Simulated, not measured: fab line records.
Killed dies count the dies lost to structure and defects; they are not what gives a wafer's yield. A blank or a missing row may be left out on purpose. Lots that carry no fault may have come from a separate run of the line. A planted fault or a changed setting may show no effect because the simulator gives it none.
Chamber matching    flow gf180mcu    rieDiel-04 running GF_V1_ETCH_16: 4 sister chambers
The step etches BARC in N2/H2. 7 wafers are shown with their chamber, then 7 later ones without.

== WAFERS PAIRED WITH THEIR CHAMBERS ==
wafer   chamber  drypumpMotorCurrentA (A)  oesProductAu (a.u.)
L790.5  0        5.2                       0.852
L793.3  3        5.3                       0.856
L798.2  1        6.2                       0.859
L798.5  2        5.8                       0.860
L798.6  1        6.1                       0.858
L802.2  0        5.2                       0.854
L802.4  2        5.8                       0.854

== WAFERS MISSING THEIR CHAMBER ==
wafer   drypumpMotorCurrentA (A)  oesProductAu (a.u.)
L802.6  5.3                       0.858
L810.1  5.2                       0.851
L810.3  5.3                       0.849
L810.6  5.8                       0.855
L811.1  5.2                       0.849
L811.2  5.3                       0.854
L811.4  5.8                       0.854

== WHICH CHAMBER EACH ONE RAN IN ==
wafer   from the rows above      in truth
L802.6  3                        3
L810.1  0                        0
L810.3  can't be placed: 3 or 0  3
L810.6  2                        2
L811.1  0                        0
L811.2  can't be placed: 3 or 0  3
L811.4  2                        2
Correct placement for 5 of the 7. Not placeable from these rows: 2 (in 2, the candidates include the true chamber). Placed wrongly: 0.
How it was worked out, from the rows above alone: a wafer's distance from a chamber is the root of the sum, over the readings, of the square of ((its reading less the chamber's mean) divided by the reading's scatter). The wafer belongs to the nearest chamber; if the next one is less than 2 further off, it can't be placed. For every chamber, the mean is computed from those of its wafers that are shown. The scatter is the square root of a quotient: the sum, over the shown wafers, of each reading's squared deviation from its chamber's mean, divided by wafers minus chambers.
